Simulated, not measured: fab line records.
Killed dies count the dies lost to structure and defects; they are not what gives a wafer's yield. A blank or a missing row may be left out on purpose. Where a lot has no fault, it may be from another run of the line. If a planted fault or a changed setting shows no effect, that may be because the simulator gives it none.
Struck lot and sound lot, side by side -- flow sky130 -- 14 out of 708 route steps
Sound: the wafers L505.2, L505.3, L505.4. Wafers L494.1, L494.4, L494.5 were the ones struck. Last of all comes the cause.
Each step with rows lists, per side, the tool, then ch with its chambers, then its first start. Under that, the readings that differ: sound wafers -- struck wafers -- difference of the means -- sigmas: that difference in standard deviations of wafers without a fault.
alike: words and numbers the same on both sides, and readings whose means are apart by under 2 such deviations; not compared: readings that were withheld, readings missing a value for some wafer, numbers with overlapping values and no deviation given by the record, and bounds like >300 which may hide the same value.
Wherever a step has rows on one side only, a row that says differs or no value, or a row with sigmas, the two part there. When numbers do not overlap yet have no deviation, they are printed without sigmas and do not part them. A reading missing from all wafers of one side parts the sides only when that side holds two or more wafers.

SKY_CONTACT_ETCH_16: etches BARC in N2/H2, stops on SiO2, time 45.9 s, target depth 60 nm.
  sound on rie-diel-02 ch 0,1,3, day 38 02:50; struck on rie-diel-03 ch 0,1,2, day 34 08:50
  alike: drypump-motor-current-A, oes-product-au, throttle-valve-pct
  not compared: rf-hours-counter-h
SKY_CONTACT_ETCH_17: etches SiO2 in C4F8/O2/Ar, stops on Si3N4, target depth 340 nm.
  sound on rie-diel-02 ch 0,1,3, day 38 02:52; struck on rie-diel-03 ch 0,1,2, day 34 08:53
  alike: oes-product-au
then, 1 step without rows for these wafers: SKY_CONTACT_ETCH_18 (etches Si3N4 in CHF3/O2, stops on TiN, time 39 s, target depth 75 nm).
SKY_CONTACT_STRIP_19: strips in O2/N2.
  sound on plasma-asher-01 ch 0,1, day 38 02:58; struck on plasma-asher-04 ch 0, day 34 08:58
reading,sound,struck,difference,sigmas
strip-time-to-endpoint-s (s),3.555 3.590 3.593,3.648 3.614 3.639,+0.054,+2
  alike: drypump-motor-current-A, oes-product-au
  not compared: rf-hours-counter-h
then, 5 steps without rows for these wafers: SKY_CONTACT_STRIP_20 (strips in post etch residue remover, time 1200 s); SKY_CONTACT_CLEAN_21 (cleans in IPA, time 180 s); SKY_CONTACT_CLEAN_22 (cleans in O3/DIW); SKY_CONTACT_SPUTTER_23 (material TiN, target thk 20 nm, time 80 s); SKY_CONTACT_CVD_24 (deposits W, target thk 340 nm, time 102.12 s).
SKY_CONTACT_RS_MEAS_25: a four-point-probe measurement.
  sound on film-metro-04, day 38 03:51; struck on film-metro-03, day 34 09:47
  alike: CONTACT_W_RS
SKY_CONTACT_THK_MEAS_26: measures by xrf.
  sound on film-metro-04, day 38 03:58; struck on film-metro-03, day 34 09:55
  alike: CONTACT_W_THK
SKY_CONTACT_CMP_27: polishes, stops on SiO2, t overpolish 15 s, target thk 0 nm.
  sound on cmp-02 ch 0,1,2, day 38 04:01; struck on cmp-01 ch 1,3, day 34 09:58
reading,sound,struck,difference,sigmas
time-to-endpoint-s (s),83 83 90,77 80 75,-8,-2
  alike: head-pressure-psi, motor-current-A, overpolish-run-s
SKY_METAL1_SPUTTER_00: material Ti, target thk 15 nm, time 10 s.
  sound on pvd-sputter-04, day 38 04:19; struck on pvd-sputter-04, day 34 10:16
  no value came back on the struck wafers for cathode-dc-power-W (W), chamber-pressure-pa (Pa), throttle-valve-pct (%); on the sound wafers cathode-dc-power-W (W) reads 3000.1 2999.8 2999.6
SKY_METAL1_SPUTTER_01: material TiN, target thk 20 nm, time 16.7 s.
  sound on pvd-sputter-04, day 38 04:20; struck on pvd-sputter-04, day 34 10:17
  alike: cathode-dc-power-W, chamber-pressure-pa, throttle-valve-pct

## WHERE THEY PART
Last at SKY_METAL1_SPUTTER_00 as far as this record goes, first at SKY_CONTACT_STRIP_19. Later steps at which nothing parts them and some readings are alike: SKY_METAL1_SPUTTER_01.

WHY: whatever the simulator had introduced
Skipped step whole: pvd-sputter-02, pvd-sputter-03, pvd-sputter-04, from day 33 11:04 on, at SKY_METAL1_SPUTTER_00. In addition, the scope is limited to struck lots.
